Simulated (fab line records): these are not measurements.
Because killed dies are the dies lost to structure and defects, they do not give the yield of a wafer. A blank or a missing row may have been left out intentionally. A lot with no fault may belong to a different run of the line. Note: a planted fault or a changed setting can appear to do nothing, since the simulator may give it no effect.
A struck lot beside a sound one ; flow sky130 ; 15 steps out of a route of 708
Sound: the wafers L552.2, L552.3, L552.6. Struck: wafers L555.2, L555.3, L555.5. Last of all comes the cause.
Order at every step that has rows: each side's tool, ch and its chambers, its first start. Under that, the readings that differ: sound wafers ; struck wafers ; difference of the means ; sigmas: that difference in standard deviations of wafers without a fault.
alike: same words and numbers on both sides, and readings whose means sit less than 2 such deviations apart. not compared: any withheld reading, any reading some wafer has no value for, any bound like >300 that may hide the same value, and any number with overlapping values for which the record gives no deviation.
Wherever a step has rows on one side only, a row that says differs or no value, or a row with sigmas, the two part there. When numbers do not overlap yet have no deviation, they are printed without sigmas and do not part them. Lack of a reading on every wafer of one side parts them only where that side has two or more wafers.

first, 4 steps without rows for these wafers: SKY_VIA2_STRIP_17 (strips in post etch residue remover, time 1200 s); SKY_VIA2_CLEAN_18 (cleans in IPA, time 180 s); SKY_VIA2_CLEAN_19 (cleans in O3/DIW); SKY_VIA2_SPUTTER_20 (material TiN, target thk 20 nm, time 80 s).
SKY_VIA2_CVD_21: deposits W, target thk 420 nm, time 126.4 s.
  sound on cvdW-02 ch 0,1, day 39 16:04; struck on cvdW-01 ch 0,1, day 40 13:43
  alike: heaterPowerW
  not compared: sinceWetCleanH
SKY_VIA2_RS_MEAS_22: a four-point-probe measurement.
  sound on filmMetro-02 at day 39 16:13; struck on filmMetro-03 at day 40 13:52
  alike: VIA2_W_RS
SKY_VIA2_THK_MEAS_23: measures by xrf.
  sound on filmMetro-02 at day 39 16:20; struck on filmMetro-03 at day 40 13:58
  alike: VIA2_W_THK
SKY_VIA2_CMP_24: polishes, stops on SiO2, t overpolish 20 s, target thk 0 nm.
  sound on cmp-01 ch 0,1,3, day 39 16:23; struck on cmp-02 ch 0,3, day 40 14:01
  alike: motorCurrentA, overpolishRunS, timeToEndpointS
then, 1 step without rows for these wafers: SKY_METAL3_SPUTTER_00 (material Ti, target thk 15 nm, time 10 s).
SKY_METAL3_SPUTTER_01: material TiN, target thk 20 nm, time 16.7 s.
  sound on pvdSputter-01 at day 39 16:43; struck on pvdSputter-03 at day 40 14:20
  alike: chamberPressurePa, throttleValvePct
SKY_METAL3_SPUTTER_02: material AlCu, target thk 735 nm, time 39.1 s.
  sound on pvdSputter-01 at day 39 16:44; struck on pvdSputter-03 at day 40 14:22
  alike: chamberPressurePa, throttleValvePct
SKY_METAL3_SPUTTER_03: material Ti, target thk 5 nm, time 3.3 s.
  sound on pvdSputter-01 at day 39 16:46; struck on pvdSputter-03 at day 40 14:24
  alike: chamberPressurePa, throttleValvePct
SKY_METAL3_SPUTTER_04: material TiN, target thk 70 nm, time 58.3 s.
  sound on pvdSputter-01 at day 39 16:47; struck on pvdSputter-03 at day 40 14:25
reading;sound;struck;difference;sigmas
chamberPressurePa (Pa);0.3996 0.3998 0.3998;0.6330 0.6309 0.6337;+0.2328;+99 or more
throttleValvePct (%);29.1 30.3 30.1;24.5 22.6 24.4;-6.0;-5
model.TiN_of_METAL3_SPUTTER_04.thkNm (nm);69.62 70.05 69.58;65.36 64.92 65.47;-4.50;
then, 1 step without rows for these wafers: SKY_CAPM_CVD_00 (deposits SiO2, target thk 15.5 nm).
-- the record jumps here: 8 days lie between the struck wafers' starts before and after (it left off in module CAPM and takes up again in module PAD_OPEN, whose first step shown is number 708 of the route) --
SKY_PAD_OPEN_PROBE_99:
  sound on prober-01 at day 48 10:32; struck on prober-02 at day 49 01:32
reading;sound;struck;difference;sigmas
killedAtContacts;16 18 13;30 25 27;+12;+2
killedAtOther;0 0 0;2 1 0;+1;+2
  alike: defectLimitedYield, killed_at_M0_to_M3, killed_at_M4_up, killedAtFrontEnd, killedDies, killedOpen, killedShort, sort_bin_3_pad_short, sort_bin_5_function, sort_bin_6_memory, sortNPass, sortYieldPct

WHERE THEY PART
First at SKY_METAL3_SPUTTER_04; last, within this record, at SKY_PAD_OPEN_PROBE_99.

WHY: whatever the simulator had introduced
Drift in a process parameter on pvdSputter-03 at SKY_METAL3_SPUTTER_04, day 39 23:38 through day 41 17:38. Setting chamberPressurePa shifted by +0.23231 from 0.4. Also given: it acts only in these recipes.
